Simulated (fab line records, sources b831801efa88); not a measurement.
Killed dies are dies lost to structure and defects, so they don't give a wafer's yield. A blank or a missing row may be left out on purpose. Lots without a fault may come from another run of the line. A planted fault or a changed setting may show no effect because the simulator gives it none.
fab line records | flow sky130
record lots=5 wafers=15 last_day=50
route steps=708 shown POLY_GATE@226 LDD_N@237 LDD_P@255
lots that met no fault: from a run of the same line without faults
start_h: hours from the record's first day to the start of the lot's first wafer shown | wait_h: hours since the lot's step before | " the same as in the row above | L1.1+2: a row that stands for several wafers | - no value, or no start given | * or withheld: withheld | < > ~ a bound
route shown NAME@n: a module of which the file shows steps, and the number in the route of the first | usual: mean/standard deviation of fault-free wafers | same: alike in all rows | chamber/n: place in a boat | sites: the reading at each site | _std_site: their standard deviation | _edge_site: outer sites' mean less inner sites' | radius_mm: how far each site lies from the wafer's centre | mask NAME#n: copy n | behind: the tool/chamber that last shaped the wafer | hold: why the lot was held/for how many hours/how that ended | device: the transistor (n, p or np) that didn't switch | end of line: the same wafers' tests at the end of the route | a step without rows: its recipe alone | killed: dies lost to structure and defects at the first sort, not the wafer's yield | map: a wafer's dies, x killed, . not, _ none there
set.NAME: the setting as run; set.NAME@STEP: as run at that earlier step | model.NAME: the simulator's own value behind a step, which no gauge read
lots at some steps of the route; a table a step, a row a wafer
services: from which hour (start_h, from the record's first day; less than 0 if before it) a tool's chamber was out of use, for how many hours, and why
## steps
# step SKY_POLY_GATE_DEVELOP_12
# recipe develop_time_s=60 resist=KrF-thick dev_temp_c=21
# columns lot.wafer tool chamber start_h wait_h
L074.1+4+5 litho_track-04 0 - -
L080.2+4+5 litho_track-04 0 - -
L082.1+2+6 litho_track-01 0 - -
L091.3+5+6 litho_track-01 0 - -
L094.2+3+6 litho_track-01 0 - -
# step SKY_POLY_GATE_CD_MEAS_13
# recipe target_cd_nm=150
# usual cd_nm=149.9/1.6
# columns lot.wafer tool chamber start_h wait_h cd_nm
L074.1 cd_sem-01 - 380.45 - 150.5
L074.4 " - " " 149.2
L074.5 " - " " 148.7
L080.2 cd_sem-02 - 449.57 - 147.9
L080.4 " - " " 148.8
L080.5 " - " " 148.1
L082.1 cd_sem-02 - 474.02 - 150.0
L082.2 " - " " 149.8
L082.6 " - " " 148.3
L091.3 cd_sem-02 - 522.96 - 150.2
L091.5 " - " " 150.2
L091.6 " - " " 150.0
L094.2 cd_sem-02 - 547.19 - 152.6
L094.3 " - " " 151.7
L094.6 " - " " 151.0
# step SKY_POLY_GATE_OVL_MEAS_14
# usual POLY_GATE_OVL=-1/5.7
# columns lot.wafer tool chamber start_h wait_h POLY_GATE_OVL[nm]
L074.1 overlay-01 - 380.57 0.1 -1
L074.4 " - " " -1
L074.5 " - " " 9
L080.2 overlay-02 - 449.68 0.1 -5
L080.4 " - " " -1
L080.5 " - " " 0
L082.1 overlay-01 - 474.14 0.1 9
L082.2 " - " " 7
L082.6 " - " " 2
L091.3 overlay-01 - 523.05 0.1 9
L091.5 " - " " 1
L091.6 " - " " 2
L094.2 overlay-01 - 547.29 0.1 4
L094.3 " - " " 2
L094.6 " - " " 3
# step SKY_POLY_GATE_ETCH_15
# recipe chemistry=N2/H2 target=BARC ion_energy_ev=200 source_w=500 bias_w=100 pressure_mtorr=30 n2_flow_sccm=100 h2_flow_sccm=200 stop_on=SiO2 time_s=118.5 target_depth_a=1100
# usual drypump_motor_current_A=5.7/0.53 oes_product_au=0.716/0.0047 throttle_valve_pct=13.213/0.0085
# columns lot.wafer tool chamber start_h wait_h drypump_motor_current_A oes_product_au rf_hours_counter_h throttle_valve_pct
L074.1 rie_diel-02 3 380.61 0.0 5.1 0.715 76 13.222
L074.4 " 0 " " 5.6 0.717 17 13.219
L074.5 " 3 " " 5.2 0.726 - 13.207
L080.2 rie_diel-03 1 449.71 0.0 5.9 0.716 5 13.224
L080.4 " 2 " " 5.0 0.711 13 13.221
L080.5 " 3 " " 6.3 0.712 - 13.221
L082.1 rie_diel-03 3 474.17 0.0 6.3 0.721 12 13.221
L082.2 " 0 " " 5.6 0.724 21 13.198
L082.6 " 3 " " 6.2 0.713 - 13.215
L091.3 rie_diel-03 2 523.07 0.0 5.0 0.716 15 13.204
L091.5 " 3 " " 6.2 0.714 - 13.203
L091.6 " 2 " " 5.0 0.719 - 13.224
L094.2 rie_diel-03 2 547.32 0.0 5.0 0.719 15 13.210
L094.3 " 1 " " 5.9 0.710 7 13.226
L094.6 " 1 " " 5.9 0.719 - 13.215
# step SKY_POLY_GATE_ETCH_16
# recipe stop_on=poly-Si chemistry=CH3F/O2 target=Si3N4 source_w=400 bias_w=80 pressure_mtorr=25 ch3f_flow_sccm=40 O2_flow_sccm=30 time_s=147.5 target_depth_a=750
# usual drypump_motor_current_A=5.7/0.53 oes_product_au=0.641/0.0047 throttle_valve_pct=10.536/0.0086
# columns lot.wafer tool chamber start_h wait_h drypump_motor_current_A oes_product_au rf_hours_counter_h throttle_valve_pct
L074.1 rie_diel-02 3 380.69 0.0 5.1 0.638 76 10.534
L074.4 " 0 " " 5.6 0.642 17 10.535
L074.5 " 3 " " 5.2 0.649 - 10.532
L080.2 rie_diel-03 1 449.79 0.0 5.9 0.642 5 10.532
L080.4 " 2 " " 5.0 0.644 13 10.530
L080.5 " 3 " " 6.3 0.646 - 10.522
L082.1 rie_diel-03 3 474.26 0.0 6.2 0.636 12 10.531
L082.2 " 0 " " 5.6 0.640 21 10.528
L082.6 " 3 " " 6.2 0.642 - 10.531
L091.3 rie_diel-03 2 523.16 0.0 5.0 0.644 15 10.542
L091.5 " 3 " " 6.3 0.642 - 10.534
L091.6 " 2 " " 5.0 0.641 - 10.537
L094.2 rie_diel-03 2 547.41 0.0 5.0 0.638 15 10.526
L094.3 " 1 " " 5.9 0.647 7 10.509
L094.6 " 1 " " 5.9 0.641 - 10.530
# step SKY_POLY_GATE_ETCH_17
# recipe target_depth_nm=180 stop_on=SiO2 over_etch_frac=0.56667 chemistry=HBr/Cl2 target=poly-Si icp_w=400 bias_w=100 pressure_mtorr=10 HBr_flow_sccm=150 Cl2_flow_sccm=50 time_s=70.5
# usual drypump_motor_current_A=5.5/0.31 oes_product_au=0.987/0.0086 throttle_valve_pct=33.685/0.0091
# same over_etch_frac=0.56667
# columns lot.wafer tool chamber start_h wait_h drypump_motor_current_A oes_product_au rf_hours_counter_h throttle_valve_pct
L074.1 rie_si-01 2 380.79 0.0 5.4 0.989 2 33.682
L074.4 " 3 " " 5.8 0.968 5 33.688
L074.5 " 3 " " 5.8 0.978 - 33.686
L080.2 rie_si-02 0 449.89 0.0 5.4 0.996 11 33.682
L080.4 " 3 " " 5.1 0.978 5 33.678
L080.5 " 1 " " 5.0 0.995 - 33.693
L082.1 rie_si-01 1 474.36 0.0 5.7 0.984 1 33.673
L082.2 " 3 " " 5.9 0.978 6 33.693
L082.6 " 0 " " 5.4 0.996 - 33.689
L091.3 rie_si-01 0 523.26 0.0 5.5 0.992 0 33.695
L091.5 " 3 " " 5.9 0.983 - 33.687
L091.6 " 2 " " 5.4 0.990 - 33.675
L094.2 rie_si-02 0 547.51 0.0 5.5 0.996 12 33.687
L094.3 " 1 " " 5.1 0.989 0 33.694
L094.6 " 3 " " 5.1 0.976 - 33.685
# step SKY_POLY_GATE_STRIP_18
# recipe chemistry=O2/N2 power_w=1400 pressure_mtorr=1500 platen_temp_c=withheld o2_flow_sccm=3000 n2_flow_sccm=300 overash_fraction=0.5
# usual drypump_motor_current_A=5.70/0.23 oes_product_au=0.359/0.0054 strip_time_to_endpoint_s=3.13/0.055
# columns lot.wafer tool chamber start_h wait_h drypump_motor_current_A oes_product_au rf_hours_counter_h strip_time_to_endpoint_s
L074.1 plasma_asher-03 0 380.85 0.0 6.04 0.370 70 3.23
L074.4 " 0 " " 6.05 0.365 - 3.23
L074.5 " 1 " " 5.62 0.369 - 3.29
L080.2 plasma_asher-01 0 449.95 0.0 5.74 0.356 64 3.07
L080.4 " 0 " " 5.72 0.352 - 3.15
L080.5 " 1 " " 5.87 0.351 - 3.11
L082.1 plasma_asher-01 0 474.41 0.0 5.72 0.360 67 3.10
L082.2 " 1 " " 5.87 0.359 67 3.12
L082.6 " 0 " " 5.73 0.354 - 3.05
L091.3 plasma_asher-03 1 523.34 0.1 5.63 0.361 - 3.11
L091.5 " 0 " " 6.01 0.370 - 3.17
L091.6 " 1 " " 5.62 0.353 - 3.12
L094.2 plasma_asher-02 0 547.56 0.0 5.37 0.356 86 3.07
L094.3 " 0 " " 5.36 0.362 - 3.12
L094.6 " 0 " " 5.34 0.362 - 3.13
# step SKY_POLY_GATE_CLEAN_19
# recipe chemistry=SC1/SC2 mix=1:4:20 temp_c=70 time_s=150 dry=n2_spin
# columns lot.wafer tool chamber start_h wait_h
L074.1+4+5 wet_bench-04 0 380.95 0.1
L080.2+4+5 wet_bench-04 0 450.05 0.1
L082.1+2+6 wet_bench-02 0 474.51 0.1
L091.3+5+6 wet_bench-02 2 523.41 0.0
L094.2+3+6 wet_bench-02 0 547.66 0.1
# step SKY_POLY_GATE_OXIDATION_20
# recipe temp_c=850 ambient=O2 stabilise_s=600 purge_s=300 target_thk_a=40 ox_time_s=899
# usual ox_temp_c_max=855.6/1.8 spike_tc_top_C=867/5.2
# same purge_s=300 stabilise_s=600
# columns lot.wafer tool chamber start_h wait_h ox_temp_c_max spike_tc_top_C
L074.1 furnace-01 0 382.52 1.5 855.5 868
L074.4 " 0 " " 857.0 868
L074.5 " 0 " " 855.2 871
L080.2 furnace-01 0 450.78 0.7 855.6 868
L080.4 " 0 " " 855.9 870
L080.5 " 0 " " 856.1 871
L082.1 furnace-02 0 474.56 0.0 851.9 856
L082.2 " 0 " " 851.6 856
L082.6 " 0 " " 852.6 857
L091.3 furnace-01 0 523.46 0.0 857.1 872
L091.5 " 0 " " 856.7 867
L091.6 " 0 " " 856.8 871
L094.2 furnace-02 0 547.71 0.0 852.7 855
L094.3 " 0 " " 852.6 857
L094.6 " 0 " " 853.0 858
# step SKY_POLY_GATE_THK_MEAS_21
# recipe reads=SiO2_of_POLY_GATE_OXIDATION_20
# usual POLY_GATE_OXIDATION_THK=4.02/0.095
# columns lot.wafer tool chamber start_h wait_h POLY_GATE_OXIDATION_THK[nm]
L074.1 film_metro-04 - 383.83 0.1 4.05
L074.4 " - " " 4.02
L074.5 " - " " 4.10
L080.2 film_metro-02 - 452.04 0.0 3.86
L080.4 " - " " 3.88
L080.5 " - " " 3.93
L082.1 film_metro-04 - 475.81 0.0 4.18
L082.2 " - " " 4.18
L082.6 " - " " 4.13
L091.3 film_metro-04 - 524.73 0.0 4.12
L091.5 " - " " 4.06
L091.6 " - " " 4.05
L094.2 film_metro-02 - 548.97 0.0 3.95
L094.3 " - " " 4.05
L094.6 " - " " 4.01
# step SKY_POLY_GATE_CD_MEAS_22
# usual cd_nm=148.6/2.8
# columns lot.wafer tool chamber start_h wait_h cd_nm
L074.1 cd_sem-01 - 384.40 0.6 147.5
L074.4 " - " " 148.8
L074.5 " - " " 145.6
L080.2 cd_sem-01 - 452.12 0.1 148.3
L080.4 " - " " 147.8
L080.5 " - " " 148.8
L082.1 cd_sem-02 - 475.87 0.1 146.5
L082.2 " - " " 144.4
L082.6 " - " " 148.3
L091.3 cd_sem-01 - 524.83 0.1 150.4
L091.5 " - " " 147.2
L091.6 " - " " 146.5
L094.2 cd_sem-01 - 549.05 0.1 149.3
L094.3 " - " " 153.6
L094.6 " - " " 150.5
# step SKY_LDD_N_DEHYDRATE_00
# recipe temp_c=200 time_s=60
# columns lot.wafer tool chamber start_h wait_h
L074.1+4+5 litho_track-03 0 399.23 14.8
L080.2+4+5 litho_track-03 0 467.30 15.2
L082.1+2+6 litho_track-04 0 491.40 15.5
L091.3+5+6 litho_track-02 0 538.89 14.0
L094.2+3+6 litho_track-04 0 563.98 14.9
# step SKY_LDD_N_HMDS_01
# recipe prime_time_s=60 prime_temp_c=120
# columns lot.wafer tool chamber start_h wait_h
L074.1+4+5 litho_track-03 0 399.38 0.1
L080.2+4+5 litho_track-03 0 467.45 0.1
L082.1+2+6 litho_track-04 0 491.55 0.1
L091.3+5+6 litho_track-02 0 539.04 0.1
L094.2+3+6 litho_track-04 0 564.13 0.1
# step SKY_LDD_N_COAT_02
# recipe resist=NOVOLAK spin_rpm=3000 resist_thk_nm=300
# columns lot.wafer tool chamber start_h wait_h
L074.1+4+5 litho_track-03 0 399.53 0.1
L080.2+4+5 litho_track-03 0 467.60 0.1
L082.1+2+6 litho_track-04 0 491.70 0.1
L091.3+5+6 litho_track-02 0 539.19 0.1
L094.2+3+6 litho_track-04 0 564.28 0.1
# step SKY_LDD_N_SOFTBAKE_03
# recipe temp_c=90 time_s=60 resist=NOVOLAK
# columns lot.wafer tool chamber start_h wait_h
L074.1+4+5 litho_track-03 0 399.68 0.1
L080.2+4+5 litho_track-03 0 467.75 0.1
L082.1+2+6 litho_track-04 0 491.85 0.1
L091.3+5+6 litho_track-02 0 539.34 0.1
L094.2+3+6 litho_track-04 0 564.43 0.1
# step SKY_LDD_N_EXPOSE_04
# recipe mask_id=NTM target_cd_nm=840 na=0.6 source_shape=conventional sigma_outer=0.6 dose_mj=110
# columns lot.wafer tool chamber start_h wait_h mask
L074.1+4+5 iline_stepper-02 0 - - NTM#0
L080.2+4+5 iline_stepper-02 0 - - NTM#0
L082.1+2+6 iline_stepper-02 0 - - NTM#0
L091.3+5+6 iline_stepper-01 0 - - NTM#0
L094.2+3+6 iline_stepper-02 0 - - NTM#0
# step SKY_LDD_N_PEB_05
# recipe temp_c=withheld time_s=* resist=NOVOLAK
# columns lot.wafer tool chamber start_h wait_h
L074.1+4+5 litho_track-03 0 - -
L080.2+4+5 litho_track-02 0 - -
L082.1+2+6 litho_track-04 0 - -
L091.3+5+6 litho_track-04 0 - -
L094.2+3+6 litho_track-03 0 - -
# step SKY_LDD_N_DEVELOP_06
# recipe develop_time_s=60 dev_temp_c=23
# columns lot.wafer tool chamber start_h wait_h
L074.1+4+5 litho_track-03 0 413.43 0.1
L080.2+4+5 litho_track-02 0 482.42 0.1
L082.1+2+6 litho_track-04 0 506.70 0.1
L091.3+5+6 litho_track-04 0 554.55 0.1
L094.2+3+6 litho_track-03 0 578.95 0.1
# step SKY_LDD_N_OVL_MEAS_07
# usual LDD_N_OVL=0.9/1.5
# columns lot.wafer tool chamber start_h wait_h LDD_N_OVL[nm]
L074.1 overlay-01 - 413.58 0.1 0.1
L074.4 " - " " -1.2
L074.5 " - " " 0.0
L080.2 overlay-01 - 482.55 0.1 0.7
L080.4 " - " " 0.8
L080.5 " - " " -0.3
L082.1 overlay-01 - 506.85 0.1 1.4
L082.2 " - " " 3.0
L082.6 " - " " 2.8
L091.3 overlay-02 - 554.67 0.1 -0.7
L091.5 " - " " -1.1
L091.6 " - " " -0.9
L094.2 overlay-01 - 579.08 0.1 0.1
L094.3 " - " " 0.2
L094.6 " - " " -0.3
# step SKY_LDD_N_IMPLANT_08
# recipe species=As energy_kev=20 dose_cm2=7.5e+13 tilt_deg=withheld rotation_deg=23
# usual beam_on_s=10.01/0.2 end_station_pressure_torr=5.35e-06/2.8e-07 faraday_current_uA=422/8.1
# columns lot.wafer tool chamber start_h wait_h beam_on_s end_station_pressure_torr faraday_current_uA
L074.1 implanter-04 0 413.83 0.2 9.89 5.4e-06 428
L074.4 " 0 " " 10.32 4.73e-06 409
L074.5 " 0 " " 10.25 5.63e-06 411
L080.2 implanter-01 0 482.60 0.0 10.13 5.3e-06 418
L080.4 " 0 " " 10.21 5.12e-06 414
L080.5 " 0 " " 9.86 5.47e-06 428
L082.1 implanter-03 0 506.89 0.0 9.92 5.53e-06 427
L082.2 " 0 " " 9.97 5.32e-06 423
L082.6 " 0 " " 9.90 5.8e-06 426
L091.3 implanter-04 0 554.74 0.1 9.99 5.92e-06 423
L091.5 " 0 " " 9.83 5.01e-06 432
L091.6 " 0 " " 10.39 5.23e-06 408
L094.2 implanter-03 0 579.14 0.0 9.83 5.28e-06 430
L094.3 " 0 " " 10.21 5.64e-06 415
L094.6 " 0 " " 9.84 5.15e-06 428
# step SKY_LDD_N_IMPLANT_09
# recipe species=As energy_kev=20 dose_cm2=7.5e+13 tilt_deg=withheld rotation_deg=113
# usual beam_on_s=9.98/0.22 end_station_pressure_torr=5.36e-06/2.8e-07 faraday_current_uA=424/9.2
# columns lot.wafer tool chamber start_h wait_h beam_on_s end_station_pressure_torr faraday_current_uA
L074.1 implanter-04 0 413.98 0.1 9.91 4.76e-06 427
L074.4 " 0 " " 10.03 5.79e-06 422
L074.5 " 0 " " 10.02 5.39e-06 424
L080.2 implanter-01 0 482.75 0.1 9.83 5.39e-06 430
L080.4 " 0 " " 10.00 5.42e-06 422
L080.5 " 0 " " 9.76 5.23e-06 435
L082.1 implanter-03 0 507.04 0.1 9.88 5.13e-06 429
L082.2 " 0 " " 9.70 5.33e-06 438
L082.6 " 0 " " 10.16 4.87e-06 416
L091.3 implanter-04 0 554.89 0.1 10.06 5.51e-06 421
L091.5 " 0 " " 9.61 5.4e-06 439
L091.6 " 0 " " 9.98 5.23e-06 424
L094.2 implanter-03 0 579.29 0.1 9.96 4.91e-06 423
L094.3 " 0 " " 10.23 5.23e-06 416
L094.6 " 0 " " 9.62 5.76e-06 436
# step SKY_LDD_N_IMPLANT_10
# recipe species=As energy_kev=20 dose_cm2=7.5e+13 tilt_deg=withheld rotation_deg=203
# usual beam_on_s=10.01/0.21 end_station_pressure_torr=5.34e-06/3e-07 faraday_current_uA=423/8.6
# columns lot.wafer tool chamber start_h wait_h beam_on_s end_station_pressure_torr faraday_current_uA
L074.1 implanter-04 0 414.13 0.1 9.95 5.65e-06 424
L074.4 " 0 " " 10.01 5.05e-06 424
L074.5 " 0 " " 9.95 5.47e-06 427
L080.2 implanter-01 0 482.93 0.1 10.02 5.23e-06 421
L080.4 " 0 " " 9.98 5.21e-06 422
L080.5 " 0 " " 9.69 5.69e-06 437
L082.1 implanter-03 0 507.19 0.1 9.78 5.59e-06 432
L082.2 " 0 " " 10.19 5.95e-06 415
L082.6 " 0 " " 10.14 4.93e-06 416
L091.3 implanter-04 0 555.04 0.1 10.10 5.23e-06 417
L091.5 " 0 " " 10.17 5.44e-06 416
L091.6 " 0 " " 10.04 5.46e-06 423
L094.2 implanter-03 0 579.44 0.1 10.01 5.32e-06 422
L094.3 " 0 " " 10.43 5.03e-06 403
L094.6 " 0 " " 9.89 5.12e-06 428
# step SKY_LDD_N_IMPLANT_11
# recipe species=As energy_kev=20 dose_cm2=7.5e+13 tilt_deg=withheld rotation_deg=293
# usual beam_on_s=10.01/0.22 end_station_pressure_torr=5.36e-06/2.8e-07 faraday_current_uA=422/9
# columns lot.wafer tool chamber start_h wait_h beam_on_s end_station_pressure_torr faraday_current_uA
L074.1 implanter-04 0 414.28 0.1 10.02 5.23e-06 421
L074.4 " 0 " " 10.09 5.36e-06 420
L074.5 " 0 " " 10.11 5.25e-06 417
L080.2 implanter-01 0 483.23 0.2 10.31 4.66e-06 409
L080.4 " 0 " " 9.71 5.74e-06 435
L080.5 " 0 " " 9.93 5.59e-06 425
L082.1 implanter-03 0 507.34 0.1 9.88 5.35e-06 428
L082.2 " 0 " " 10.02 4.99e-06 419
L082.6 " 0 " " 9.83 5.18e-06 428
L091.3 implanter-04 0 555.19 0.1 9.99 5.08e-06 424
L091.5 " 0 " " 10.24 5.6e-06 411
L091.6 " 0 " " 10.18 5.94e-06 417
L094.2 implanter-03 0 579.59 0.1 10.17 4.86e-06 418
L094.3 " 0 " " 10.05 5.5e-06 422
L094.6 " 0 " " 9.78 5.19e-06 430
# step SKY_LDD_N_IMPLANT_12
# recipe species=BF2 energy_kev=50 dose_cm2=5e+12 tilt_deg=30 rotation_deg=0
# usual beam_on_s=10.01/0.21 end_station_pressure_torr=5.03e-06/2.4e-07 faraday_current_uA=28.2/0.58
# columns lot.wafer tool chamber start_h wait_h beam_on_s end_station_pressure_torr faraday_current_uA
L074.1 implanter-04 0 414.43 0.1 10.43 5.25e-06 26.9
L074.4 " 0 " " 10.60 5.33e-06 26.5
L074.5 " 0 " " 10.12 5.16e-06 27.9
L080.2 implanter-01 0 483.53 0.2 9.60 5.29e-06 29.4
L080.4 " 0 " " 10.20 5.33e-06 27.7
L080.5 " 0 " " 9.84 5.28e-06 28.6
L082.1 implanter-03 0 507.49 0.1 9.98 5.03e-06 28.3
L082.2 " 0 " " 10.13 5.15e-06 27.9
L082.6 " 0 " " 10.08 5.17e-06 28.1
L091.3 implanter-04 0 555.34 0.1 9.96 4.97e-06 28.2
L091.5 " 0 " " 10.13 4.92e-06 27.8
L091.6 " 0 " " 9.83 4.97e-06 28.7
L094.2 implanter-03 0 579.74 0.1 10.13 5.32e-06 27.9
L094.3 " 0 " " 10.23 4.84e-06 27.6
L094.6 " 0 " " 9.98 5.27e-06 28.2
# step SKY_LDD_N_IMPLANT_13
# recipe species=BF2 energy_kev=50 dose_cm2=5e+12 tilt_deg=30 rotation_deg=90
# usual beam_on_s=10.02/0.2 end_station_pressure_torr=5.02e-06/2.5e-07 faraday_current_uA=28.1/0.55
# columns lot.wafer tool chamber start_h wait_h beam_on_s end_station_pressure_torr faraday_current_uA
L074.1 implanter-04 0 414.58 0.1 9.93 4.87e-06 28.2
L074.4 " 0 " " 10.08 5.39e-06 28.0
L074.5 " 0 " " 10.34 5e-06 27.3
L080.2 implanter-01 0 483.83 0.2 9.66 4.89e-06 29.1
L080.4 " 0 " " 9.70 4.88e-06 28.7
L080.5 " 0 " " 10.13 4.99e-06 27.8
L082.1 implanter-03 0 507.64 0.1 10.12 5.13e-06 27.9
L082.2 " 0 " " 9.96 5.19e-06 28.3
L082.6 " 0 " " 10.16 5.06e-06 27.7
L091.3 implanter-04 0 555.49 0.1 10.12 4.87e-06 27.8
L091.5 " 0 " " 10.24 5.1e-06 27.4
L091.6 " 0 " " 9.74 4.81e-06 28.8
L094.2 implanter-03 0 579.89 0.1 10.12 5.4e-06 27.8
L094.3 " 0 " " 10.00 5.08e-06 28.1
L094.6 " 0 " " 9.77 4.88e-06 29.1
# step SKY_LDD_N_IMPLANT_14
# recipe species=BF2 energy_kev=50 dose_cm2=5e+12 tilt_deg=30 rotation_deg=180
# usual beam_on_s=10.02/0.2 end_station_pressure_torr=5e-06/2.9e-07 faraday_current_uA=28.1/0.56
# columns lot.wafer tool chamber start_h wait_h beam_on_s end_station_pressure_torr faraday_current_uA
L074.1 implanter-04 0 414.73 0.1 9.67 4.91e-06 29.2
L074.4 " 0 " " 9.86 5.09e-06 28.5
L074.5 " 0 " " 10.22 4.89e-06 27.6
L080.2 implanter-01 0 484.13 0.2 9.91 5.04e-06 28.6
L080.4 " 0 " " 10.13 4.89e-06 27.8
L080.5 " 0 " " 10.23 5.04e-06 27.5
L082.1 implanter-03 0 507.79 0.1 10.35 5.14e-06 27.2
L082.2 " 0 " " 10.04 4.52e-06 28.0
L082.6 " 0 " " 10.21 4.87e-06 27.7
L091.3 implanter-04 0 555.64 0.1 10.06 5.21e-06 28.0
L091.5 " 0 " " 9.89 5.09e-06 28.4
L091.6 " 0 " " 9.94 4.74e-06 28.3
L094.2 implanter-03 0 580.04 0.1 10.15 5.41e-06 27.5
L094.3 " 0 " " 10.21 4.63e-06 27.8
L094.6 " 0 " " 9.97 5.47e-06 28.3
# step SKY_LDD_N_IMPLANT_15
# recipe species=BF2 energy_kev=50 dose_cm2=5e+12 tilt_deg=30 rotation_deg=270
# usual beam_on_s=9.99/0.2 end_station_pressure_torr=5e-06/2.6e-07 faraday_current_uA=28.2/0.56
# columns lot.wafer tool chamber start_h wait_h beam_on_s end_station_pressure_torr faraday_current_uA
L074.1 implanter-04 0 414.88 0.1 9.55 4.76e-06 29.6
L074.4 " 0 " " 10.12 4.7e-06 27.9
L074.5 " 0 " " 10.21 5.14e-06 27.6
L080.2 implanter-01 0 484.40 0.2 10.09 4.97e-06 28.0
L080.4 " 0 " " 10.12 5.68e-06 27.8
L080.5 " 0 " " 10.06 5e-06 28.0
L082.1 implanter-03 0 507.94 0.1 9.85 5.39e-06 28.7
L082.2 " 0 " " 10.44 4.68e-06 26.9
L082.6 " 0 " " 9.77 4.89e-06 28.7
L091.3 implanter-04 0 555.79 0.1 9.78 4.92e-06 28.6
L091.5 " 0 " " 9.59 4.81e-06 29.3
L091.6 " 0 " " 10.02 4.61e-06 28.2
L094.2 implanter-03 0 580.19 0.1 9.97 5.15e-06 28.2
L094.3 " 0 " " 9.71 4.84e-06 29.0
L094.6 " 0 " " 10.01 5.07e-06 28.1
# step SKY_LDD_N_STRIP_16
# recipe chemistry=O2/N2 power_w=1400 pressure_mtorr=1500 platen_temp_c=withheld o2_flow_sccm=3000 n2_flow_sccm=300 overash_fraction=0.5
# usual drypump_motor_current_A=5.9/0.39 oes_product_au=0.407/0.0047 strip_time_to_endpoint_s=4.315/0.016
# columns lot.wafer tool chamber start_h wait_h drypump_motor_current_A oes_product_au rf_hours_counter_h strip_time_to_endpoint_s
L074.1 plasma_asher-03 0 415.03 0.1 6.0 0.404 74 4.323
L074.4 " 1 " " 5.6 0.398 - 4.322
L074.5 " 0 " " 6.1 0.411 - 4.273
L080.2 plasma_asher-04 1 484.53 0.1 5.4 0.421 30 4.326
L080.4 " 0 " " 6.6 0.404 - 4.330
L080.5 " 1 " " 5.4 0.397 - 4.332
L082.1 plasma_asher-04 1 508.09 0.1 5.4 0.400 33 4.323
L082.2 " 0 " " 6.6 0.415 33 4.323
L082.6 " 0 " " 6.6 0.404 - 4.315
L091.3 plasma_asher-04 0 555.92 0.1 6.6 0.413 - 4.315
L091.5 " 0 " " 6.6 0.404 - 4.296
L091.6 " 1 " " 5.4 0.406 - 4.299
L094.2 plasma_asher-01 1 580.31 0.1 5.9 0.409 77 4.317
L094.3 " 0 " " 5.7 0.414 - 4.319
L094.6 " 0 " " 5.7 0.410 - 4.330
# step SKY_LDD_N_TW_MEAS_17
# usual LDD_N_TW=2578/35
# columns lot.wafer tool chamber start_h wait_h LDD_N_TW
L074.1 film_metro-03 - 415.13 0.1 2616
L074.4 " - " " 2616
L074.5 " - " " 2614
L080.2 film_metro-03 - 484.64 0.1 2584
L080.4 " - " " 2608
L080.5 " - " " 2602
L082.1 film_metro-01 - 508.19 0.1 2529
L082.2 " - " " 2530
L082.6 " - " " 2520
L091.3 film_metro-04 - 556.01 0.1 2602
L091.5 " - " " 2613
L091.6 " - " " 2601
L094.2 film_metro-03 - 580.42 0.1 2599
L094.3 " - " " 2596
L094.6 " - " " 2604
# step SKY_LDD_P_DEHYDRATE_00
# recipe temp_c=200 time_s=60
# columns lot.wafer tool chamber start_h wait_h
L074.1+4+5 litho_track-01 0 431.02 15.9
L080.2+4+5 litho_track-03 0 500.10 15.5
L082.1+2+6 litho_track-04 0 523.50 15.3
L091.3+5+6 litho_track-01 0 569.52 13.5
L094.2+3+6 litho_track-01 0 594.49 14.1
# step SKY_LDD_P_HMDS_01
# recipe prime_time_s=60 prime_temp_c=120
# columns lot.wafer tool chamber start_h wait_h
L074.1+4+5 litho_track-01 0 431.17 0.1
L080.2+4+5 litho_track-03 0 500.25 0.1
L082.1+2+6 litho_track-04 0 523.65 0.1
L091.3+5+6 litho_track-01 0 569.67 0.1
L094.2+3+6 litho_track-01 0 594.64 0.1
# step SKY_LDD_P_COAT_02
# recipe resist=NOVOLAK spin_rpm=3000 resist_thk_nm=1140
# columns lot.wafer tool chamber start_h wait_h
L074.1+4+5 litho_track-01 0 431.32 0.1
L080.2+4+5 litho_track-03 0 500.40 0.1
L082.1+2+6 litho_track-04 0 523.80 0.1
L091.3+5+6 litho_track-01 0 569.82 0.1
L094.2+3+6 litho_track-01 0 594.79 0.1
# step SKY_LDD_P_SOFTBAKE_03
# recipe temp_c=90 time_s=60 resist=NOVOLAK
# columns lot.wafer tool chamber start_h wait_h
L074.1+4+5 litho_track-01 0 431.47 0.1
L080.2+4+5 litho_track-03 0 500.55 0.1
L082.1+2+6 litho_track-04 0 523.95 0.1
L091.3+5+6 litho_track-01 0 569.97 0.1
L094.2+3+6 litho_track-01 0 594.94 0.1
# step SKY_LDD_P_EXPOSE_04
# recipe mask_id=PSDM na=0.6 source_shape=conventional sigma_outer=0.6 polarization=unpolarized target_cd_nm=380 dose_mj=138
# columns lot.wafer tool chamber start_h wait_h mask
L074.1+4+5 iline_stepper-01 0 - - PSDM#0
L080.2+4+5 iline_stepper-02 0 - - PSDM#0
L082.1+2+6 iline_stepper-02 0 - - PSDM#0
L091.3+5+6 iline_stepper-02 0 - - PSDM#0
L094.2+3+6 iline_stepper-01 0 - - PSDM#0
# step SKY_LDD_P_PEB_05
# recipe temp_c=withheld time_s=* resist=NOVOLAK
# columns lot.wafer tool chamber start_h wait_h
L074.1+4+5 litho_track-03 0 - -
L080.2+4+5 litho_track-01 0 - -
L082.1+2+6 litho_track-04 0 - -
L091.3+5+6 litho_track-01 0 - -
L094.2+3+6 litho_track-03 0 - -
# step SKY_LDD_P_DEVELOP_06
# recipe resist=NOVOLAK developer=TMAH develop_time_s=60 dev_temp_c=23
# columns lot.wafer tool chamber start_h wait_h
L074.1+4+5 litho_track-03 0 446.18 0.1
L080.2+4+5 litho_track-01 0 515.54 0.1
L082.1+2+6 litho_track-04 0 538.20 0.1
L091.3+5+6 litho_track-01 0 585.17 0.1
L094.2+3+6 litho_track-03 0 608.00 0.1
## services
# columns tool chamber start_h hours kind
rie_diel-03 0 368.31 13.7 repair
rie_si-01 - 370.31 0.2 repair
implanter-03 - 380.13 1.0 repair
wet_bench-02 - 386.99 7.3 repair
iline_stepper-01 - 389.32 2.1 pm
furnace-01 - 397.37 6.5 pm
iline_stepper-02 - 402.92 4.4 pm
iline_stepper-02 - 413.14 1.7 pm
plasma_asher-04 - 417.84 1.1 repair
implanter-04 - 418.39 7.2 repair
rie_diel-03 - 423.27 2.8 pm
implanter-03 - 431.04 2.7 repair
implanter-03 - 464.32 1.6 repair
implanter-01 - 491.95 2.7 repair
iline_stepper-02 - 528.82 5.1 repair
implanter-01 - 538.82 17.4 repair
iline_stepper-02 - 544.90 1.6 repair
implanter-01 - 556.25 4.1 pm
implanter-01 - 565.25 24.1 pm
rie_diel-03 - 572.54 1.4 repair
rie_diel-03 3 587.73 8.7 repair
implanter-04 - 592.82 1.1 repair
rie_diel-03 1 595.48 6.3 repair
iline_stepper-02 - 608.01 3.8 repair
## key
fault none
